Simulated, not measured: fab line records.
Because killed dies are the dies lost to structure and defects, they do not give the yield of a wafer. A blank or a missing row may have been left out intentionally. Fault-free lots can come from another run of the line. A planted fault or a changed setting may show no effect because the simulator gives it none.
Check of tool commonality + flow sky130 + Lots sampled 12, wafers sampled 36

## WHY IT WAS OPENED
2 of 12 lots carry a flag on the reading VT_ADJUST_LVTN_TW at SKY_VT_ADJUST_LVTN_TW_MEAS_10. Fault-free wafers read 242.6, with a standard deviation of 1.2.
Rule: a lot is flagged in two cases, either no wafer of it has a number, or all its wafers with numbers fall more than 4 standard deviations from that mean. The other lots count as sound.

| lot  | measured     | on            | VT_ADJUST_LVTN_TW, wafer by wafer | flag    |
|------|--------------|---------------|-----------------------------------|---------|
| L773 | day 6 18:57  | film_metro-01 | 240.3 240.8 239.7                 |         |
| L775 | day 7 06:24  | film_metro-03 | 241.8 242.7 243.0                 |         |
| L783 | day 9 14:05  | film_metro-03 | 30.2 30.4 30.2                    | FLAGGED |
| L784 | day 9 22:07  | film_metro-03 | 30.2 30.3 30.2                    | FLAGGED |
| L787 | day 10 15:03 | film_metro-03 | 243.8 243.4 241.9                 |         |
| L788 | day 11 02:21 | film_metro-02 | 243.3 242.7 242.9                 |         |
| L789 | day 11 04:26 | film_metro-03 | 241.6 242.7 243.0                 |         |
| L790 | day 11 12:52 | film_metro-02 | 243.2 242.9 243.8                 |         |
| L791 | day 11 20:09 | film_metro-03 | 243.5 243.5 243.6                 |         |
| L792 | day 12 01:54 | film_metro-02 | 242.2 243.6 242.7                 |         |
| L794 | day 12 19:40 | film_metro-01 | 242.4 241.9 242.4                 |         |
| L795 | day 13 06:31 | film_metro-01 | 243.8 243.3 241.9                 |         |
Flagged lots average 30.2: -212.3 relative to the usual, that is -99 or more standard deviations.

## WHICH TOOL RAN EACH LOT
Before the reading, the record contains 2 process steps out of a 708-step route. Every cell lists first the tool, next ch and the chambers used by the sampled wafers, and last the start.
| lot  | flag    | SKY_DNWELL_STRIP_08                 | SKY_VT_ADJUST_LVTN_DEVELOP_06     |
|------|---------|-------------------------------------|-----------------------------------|
| L773 |         | plasma_asher-02 ch 0,1, day 3 03:10 | litho_track-03 ch 0, day 6 18:00  |
| L775 |         | plasma_asher-02 ch 0,1, day 3 12:31 | litho_track-04 ch 0, day 7 05:00  |
| L783 | FLAGGED | plasma_asher-04 ch 0,1, day 5 09:58 | litho_track-03 ch 0, day 9 13:00  |
| L784 | FLAGGED | plasma_asher-01 ch 0,1, day 5 16:17 | litho_track-03 ch 0, day 9 21:00  |
| L787 |         | plasma_asher-04 ch 0, day 6 06:16   | litho_track-04 ch 0, day 10 14:00 |
| L788 |         | plasma_asher-02 ch 0,1, day 6 14:14 | litho_track-04 ch 0, day 11 01:00 |
| L789 |         | plasma_asher-02 ch 0,1, day 6 17:04 | litho_track-04 ch 0, day 11 04:00 |
| L790 |         | plasma_asher-02 ch 0,1, day 7 00:13 | litho_track-01 ch 0, day 11 12:00 |
| L791 |         | plasma_asher-01 ch 0,1, day 7 05:25 | litho_track-01 ch 0, day 11 19:00 |
| L792 |         | plasma_asher-01 ch 0,1, day 7 08:53 | litho_track-01 ch 0, day 12 01:00 |
| L794 |         | plasma_asher-01 ch 0,1, day 7 22:44 | litho_track-01 ch 0, day 12 19:00 |
| L795 |         | plasma_asher-04 ch 0,1, day 8 09:01 | litho_track-03 ch 0, day 13 06:00 |
What is done by these steps:
- SKY_DNWELL_STRIP_08: strips in O2/N2.
- SKY_VT_ADJUST_LVTN_DEVELOP_06: develop time 60 s.
- SKY_VT_ADJUST_LVTN_TW_MEAS_10

## FLAGGED OVER TOTAL, TOOL BY TOOL (the gauges that took the reading come last)
| step                          | tool            | lots run | flagged | share of the flagged lots | sound lots run after its first flagged lot |
|-------------------------------|-----------------|----------|---------|---------------------------|--------------------------------------------|
| SKY_DNWELL_STRIP_08           | plasma_asher-01 | 4        | 1       | some                      | 3 (L791,L792,L794)                         |
| SKY_DNWELL_STRIP_08           | plasma_asher-02 | 5        | 0       | none                      | -                                          |
| SKY_DNWELL_STRIP_08           | plasma_asher-04 | 3        | 1       | some                      | 2 (L787,L795)                              |
| SKY_VT_ADJUST_LVTN_DEVELOP_06 | litho_track-01  | 4        | 0       | none                      | -                                          |
| SKY_VT_ADJUST_LVTN_DEVELOP_06 | litho_track-03  | 4        | 2       | all                       | 1 (L795)                                   |
| SKY_VT_ADJUST_LVTN_DEVELOP_06 | litho_track-04  | 4        | 0       | none                      | -                                          |
| SKY_VT_ADJUST_LVTN_TW_MEAS_10 | film_metro-01   | 3        | 0       | none                      | -                                          |
| SKY_VT_ADJUST_LVTN_TW_MEAS_10 | film_metro-02   | 3        | 0       | none                      | -                                          |
| SKY_VT_ADJUST_LVTN_TW_MEAS_10 | film_metro-03   | 6        | 2       | all                       | 3 (L787,L789,L791)                         |

## WHAT IS ALLOWED BY THE TABLE
Rows of the table that ran all the flagged lots, 2 in number: litho_track-03 at SKY_VT_ADJUST_LVTN_DEVELOP_06; film_metro-03 at SKY_VT_ADJUST_LVTN_TW_MEAS_10.
- litho_track-03 at SKY_VT_ADJUST_LVTN_DEVELOP_06: 2 of its 4 lots flagged. After the first flagged lot (L795), sound lots still ran on it; a lasting fault on the whole tool would not permit that.
- film_metro-03 at SKY_VT_ADJUST_LVTN_TW_MEAS_10: 2 of its 6 lots flagged. After the first flagged lot (L787, L789, L791), sound lots still ran on it; a lasting fault on the whole tool would not permit that.
Every row of the table either missed a flagged lot or ran a sound lot after the first.

## WHAT HAD BEEN PUT IN BY THE SIMULATOR
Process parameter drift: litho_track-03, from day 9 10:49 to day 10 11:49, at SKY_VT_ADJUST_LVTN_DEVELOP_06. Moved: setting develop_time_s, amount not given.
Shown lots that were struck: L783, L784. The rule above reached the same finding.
